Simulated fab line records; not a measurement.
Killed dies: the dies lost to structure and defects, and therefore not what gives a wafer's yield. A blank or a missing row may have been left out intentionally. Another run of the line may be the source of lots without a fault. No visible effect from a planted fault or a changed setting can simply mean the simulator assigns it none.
2 desks, one fault ; flow sky130 ; what lay behind the numbers comes last; until then each desk has only its own

METROLOGY DESK
What the gauges read for every lot (on any tool): the sampled wafers with a number, averaged. A lot is out of limits, marked OUT, if its mean lies more than 4 standard deviations from the usual mean; the brackets give that distance.
Columns: A = cd nm at SKY_LOCAL_INTERCONNECT_CD_MEAS_11, usual 170.2 nm
lot;first seen here;A
L446;day 30 11:53;170.5
L448;day 31 10:44;168.6
L449;day 32 03:31;170.2
L451;day 32 03:56;170.7
L450;day 32 04:56;170.5
L460;day 35 19:49;169.1
L461;day 36 13:22;170.1
L463;day 36 14:08;171.9
L464;day 36 16:04;171.4
L465;day 36 21:07;170.4
L467;day 37 13:25;169.6
L468;day 37 19:11;170.0
Result from this desk: across the 12 lots, nothing is out of limits.

TOOL OWNER'S DESK, pvd sputter-01
The tool's own readings at SKY_METAL1_SPUTTER_01 (material TiN, target thk 20 nm, time 16.7 s): means of the sampled wafers that have a number, for each lot that ran on this tool. A lot is out of limits, marked OUT, if its mean lies more than 4 standard deviations from the usual mean; the brackets give that distance.
Columns: A = cathode dc power W at SKY_METAL1_SPUTTER_01, usual 6499.9 W; B = throttle valve pct at SKY_METAL1_SPUTTER_01, usual 30.1 %
lot;first seen here;A;B
L446;day 31 19:26;6498.7;30.4
L448;day 32 17:08;8744.4 (+99 or more) OUT;31.2
L449;day 33 09:21;8745.6 (+99 or more) OUT;30.6
L463;day 37 19:29;6500.0;30.6
L464;day 37 21:05;6500.1;30.5
L465;day 38 01:18;6500.9;29.7
This desk finds L448, L449 out of limits, L448 being first, at day 32 17:08 (cathode dc power W at SKY_METAL1_SPUTTER_01). Within limits: L446, L463, L464, L465.

TAKEN TOGETHER
At day 32 17:08, on L448, L449, the tool owner's desk was in a position to raise an alarm.
Metrology desk: nothing out of limits seen.
The metrology desk holds a record of L448, L449, inside its limits.
The lots listed all ran SKY_METAL1_SPUTTER_01 on pvd sputter-01.

WHAT WAS PUT IN BY THE SIMULATOR
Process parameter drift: pvd sputter-01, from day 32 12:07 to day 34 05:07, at SKY_METAL1_SPUTTER_01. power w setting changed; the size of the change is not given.
Lots struck among those shown: L448, L449.
Hours from the fault's start to each desk's first reading out of limits: the tool owner's desk, 5.
